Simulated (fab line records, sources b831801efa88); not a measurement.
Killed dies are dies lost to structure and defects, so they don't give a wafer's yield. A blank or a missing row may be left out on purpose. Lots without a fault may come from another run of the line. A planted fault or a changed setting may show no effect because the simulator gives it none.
Split-lot experiment | flow gf180mcu | 5 lots, 23 wafers read, on a route of 602 steps

THE SPLIT
At GF_SALICIDE_SPUTTER_03 (material TiN, target thk 20 nm, time 16.7 s), the setting power_w was moved away from the recipe's 6500 W on 7 of the 23 wafers read, by -9.3% to +10.0%. The other wafers ran this setting at the recipe's value.

FROM THE SPLIT TO THE READING: what the file shows between them, 1 step
- GF_SALICIDE_RS_MEAS_04: measures by four-point-probe

THE READING
SALICIDE_TIN_THK, in nm, at GF_SALICIDE_THK_MEAS_05 (measures by xrf). Fault-free wafers of this fab line usually give 19.78 nm, standard deviation 0.21 nm.

wafer  | tool, chamber at the split | power_w as run, W | against the recipe | SALICIDE_TIN_THK, nm | against lot-mates on the recipe
L074.1 | pvd_sputter-02, -          | 6969              | +7.2%              | 21.26                | +1.75
L074.2 | pvd_sputter-02, -          | 6500              | recipe             | 19.39                | -
L074.3 | pvd_sputter-02, -          | 6969              | +7.2%              | 20.96                | +1.45
L074.4 | pvd_sputter-02, -          | 6500              | recipe             | 19.64                | -
L074.5 | pvd_sputter-02, -          | 6969              | +7.2%              | 20.99                | +1.47
L076.2 | pvd_sputter-03, -          | 6500              | recipe             | 19.58                | -
L076.3 | pvd_sputter-03, -          | 6500              | recipe             | 19.73                | -
L076.6 | pvd_sputter-03, -          | 6500              | recipe             | 19.91                | -
L077.1 | pvd_sputter-03, -          | 6500              | recipe             | 19.89                | -
L077.3 | pvd_sputter-03, -          | 6500              | recipe             | 19.74                | -
L077.4 | pvd_sputter-03, -          | 6500              | recipe             | 19.90                | -
L077.5 | pvd_sputter-03, -          | 6500              | recipe             | 19.68                | -
L077.6 | pvd_sputter-03, -          | 6500              | recipe             | 19.72                | -
L082.2 | pvd_sputter-02, -          | 7151              | +10.0%             | 21.64                | +1.94
L082.3 | pvd_sputter-02, -          | 6500              | recipe             | 19.73                | -
L082.4 | pvd_sputter-02, -          | 6500              | recipe             | 19.70                | -
L082.5 | pvd_sputter-02, -          | 7151              | +10.0%             | 21.65                | +1.95
L082.6 | pvd_sputter-02, -          | 6500              | recipe             | 19.68                | -
L084.1 | pvd_sputter-02, -          | 6500              | recipe             | 19.95                | -
L084.2 | pvd_sputter-02, -          | 5895              | -9.3%              | 17.88                | -1.94
L084.3 | pvd_sputter-02, -          | 6500              | recipe             | 19.70                | -
L084.4 | pvd_sputter-02, -          | 6500              | recipe             | 19.80                | -
L084.5 | pvd_sputter-02, -          | 5895              | -9.3%              | 18.09                | -1.73

THE FIT
A straight line over all 23 wafers: SALICIDE_TIN_THK changes by +0.188 nm for each +1% of power_w; r = +0.99; the points scatter about the line by 0.13 nm.
The same after taking each lot's own level away (the mean of its wafers on the recipe; 23 wafers): +0.201 nm for each +1%; r = +0.99; scatter 0.12 nm.
On that fit, the largest move of power_w shifts the reading by 2 nm.
The lots' own levels span 19.515 to 19.817 nm, that is 1.4 times the standard deviation above.
So the lot-to-lot level changes the slope little: the two slopes agree.
Check: with one of the wafers moved furthest among these (+10.0%) left out of the fit, the line predicts +2.04 nm for it against its lot-mates. It came out at +1.94 nm against them.

OTHER SPLITS ON THESE WAFERS
These wafers also went through other splits before the reading. Each is held against what the fit with the lots' levels taken away leaves over:
other split on the same wafers   | wafers away from the commonest value | r with SALICIDE_TIN_THK (lot level and that fit taken away)
GF_HV_LDD_IMPLANT_48 dose_cm2    | 10                                   | -0.01
GF_NSD_DEVELOP_06 develop_time_s | 7                                    | +0.08
GF_PSD_EXPOSE_04 dose_mj         | 8                                    | +0.03
GF_PSD_DEVELOP_06 develop_time_s | 5                                    | -0.08
GF_SAB_DEVELOP_08 dev_temp_c     | 8                                    | +0.19

THE WHOLE CHAIN: every reading that the file lists as answering this split, in the file's order
step                    | what it does                                | reading                                                                            | change (the file's fit)               | r (the file's)
GF_SALICIDE_SPUTTER_03  | material TiN, target thk 20 nm, time 16.7 s | TiN_of_SALICIDE_SPUTTER_03.thk_nm (the simulator's own value, which no gauge read) | +0.201 nm for each +1% of the setting | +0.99
GF_SALICIDE_RS_MEAS_04  | measures by four-point-probe                | SALICIDE_TIN_RS                                                                    | -0.0715 for each +1% of the setting   | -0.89
GF_SALICIDE_THK_MEAS_05 | measures by xrf                             | SALICIDE_TIN_THK                                                                   | +0.2 for each +1% of the setting      | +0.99

THE FILE'S OWN FIT
SALICIDE_TIN_THK changes by +0.2 nm for each +1% of power_w, r = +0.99.
